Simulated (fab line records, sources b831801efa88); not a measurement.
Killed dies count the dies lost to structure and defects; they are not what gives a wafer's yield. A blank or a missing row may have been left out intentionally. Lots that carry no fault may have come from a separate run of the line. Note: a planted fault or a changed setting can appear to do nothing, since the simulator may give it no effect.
A struck lot beside a sound one / flow sky130 / 17 out of 708 route steps
Sound: wafers L379.1, L379.4, L379.6. Wafers L383.2, L383.4, L383.6 were the ones struck. The cause is named last.
Order at every step that has rows: each side's tool, ch and its chambers, its first start. Under that, the readings that differ: sound wafers / struck wafers / difference of the means / sigmas: that difference in standard deviations of wafers without a fault.
alike: a reading whose means differ by less than 2 such deviations, as well as words and numbers matching on both sides. not compared: withheld readings; readings where some wafer has no value; bounds like >300 that might hide an equal value; numbers whose values overlap and for which the record gives no deviation.
A row with sigmas, a row that says differs or no value, or rows on one side alone: a step with any of these is where the two part. Numbers that have no deviation but don't overlap get no sigmas and don't part them. A reading that every wafer of one side lacks parts them only if that side has two wafers or more.

first, 1 step without rows for these wafers: SKY_LDD_N_IMPLANT_15.
SKY_LDD_N_STRIP_16: strips in O2/N2.
  sound on plasmaAsher-01 ch 0,1, day 21 16:16; struck on plasmaAsher-01 ch 0,1, day 23 01:49
  alike: drypumpMotorCurrentA, oesProductAu, stripTimeToEndpointS
  not compared: rfHoursCounterH
SKY_LDD_N_TW_MEAS_17:
  sound on filmMetro-02, day 21 16:22; struck on filmMetro-01, day 23 01:55
  alike: LDD_N_TW
then, 7 steps without rows for these wafers: SKY_LDD_P_DEHYDRATE_00 (time 60 s); SKY_LDD_P_HMDS_01 (prime time 60 s); SKY_LDD_P_COAT_02 (resist thk 1140 nm); SKY_LDD_P_SOFTBAKE_03 (time 60 s); SKY_LDD_P_EXPOSE_04 (exposes mask PSDM, target cd 380 nm); SKY_LDD_P_PEB_05; SKY_LDD_P_DEVELOP_06 (develop time 60 s).
SKY_LDD_P_CD_MEAS_07: the cd target is 380 nm.
  sound on cdSem-02, day 22 23:01; struck on cdSem-02, day 24 07:44
  alike: cdNm
SKY_LDD_P_OVL_MEAS_08:
  sound on overlay-02, day 22 23:08; struck on overlay-01, day 24 07:51
  alike: LDD_P_OVL
SKY_LDD_P_IMPLANT_09:
  sound on implanter-01 ch 0, day 22 23:11; struck on implanter-01 ch 0, day 24 07:54
reading=doseIonsCm2; sound=1.0019e+13 1.0016e+13 9.994e+12; struck=6.216e+12 6.189e+12 6.219e+12; difference=-3.802e+12; sigmas=-99 or more
reading=faradayCurrentUA; sound=55.5 57.4 55.8; struck=36.1 34.4 35.6; difference=-20.9; sigmas=-19
SKY_LDD_P_STRIP_10: strips in O2/N2.
  sound on plasmaAsher-03 ch 0,1, day 22 23:20; struck on plasmaAsher-04 ch 0,1, day 24 08:02
  alike: drypumpMotorCurrentA, oesProductAu, stripTimeToEndpointS
  not compared: rfHoursCounterH
SKY_LDD_P_TW_MEAS_11:
  sound on filmMetro-03, day 22 23:26; struck on filmMetro-02, day 24 08:08
reading=LDD_P_TW; sound=645 650 651; struck=556 553 552; difference=-95; sigmas=-19
then, 1 step without rows for these wafers: SKY_LDD_HVN_DEHYDRATE_00 (time 60 s).
-- a jump in the record: the struck wafers' starts before and after are 25 days apart (it breaks off in module LDD_HVN and resumes in module PAD_OPEN, where the first step shown is number 708 of the route) --
SKY_PAD_OPEN_PROBE_99:
  sound on prober-02, day 48 08:10; struck on prober-02, day 49 05:46
reading=model.etest.tipP.rsOhmSq; sound=6728 6832 6797; struck=1.015e+04 1.022e+04 1.017e+04; difference=+3.394e+03; sigmas=
reading=model.etest.tipP.rsOhmSqRange; sound=189.7 149.4 96.13; struck=422.5 448.7 474.5; difference=+303.5; sigmas=
reading=model.etest.pfet_01v8.vtSatV (V); sound=-0.5394 -0.5394 -0.5142; struck=-0.6141 -0.6392 -0.594; difference=-0.0848; sigmas=
reading=model.etest.pfet_01v8.vtV (V); sound=-0.7575 -0.7628 -0.7468; struck=-0.8073 -0.8147 -0.7961; difference=-0.0503; sigmas=
reading=model.etest.pfet_01v8_hvt.vtSatV (V); sound=-0.7987 -0.7976 -0.7854; struck=-0.8419 -0.8546 -0.8281; difference=-0.0476; sigmas=
  alike: killed_at_M0_to_M3, killed_at_M4_up, killedAtContacts, killedAtFrontEnd, killedAtOther, killedDies, killedOpen, killedShort

WHERE THEY PART
Earliest at SKY_LDD_P_IMPLANT_09; latest, in this record, at SKY_LDD_P_TW_MEAS_11. Later steps at which nothing parts them and some readings are alike: SKY_PAD_OPEN_PROBE_99.

WHY: the cause the simulator had injected
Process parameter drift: implanter-01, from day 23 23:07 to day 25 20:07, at SKY_LDD_P_IMPLANT_09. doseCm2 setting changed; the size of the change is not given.
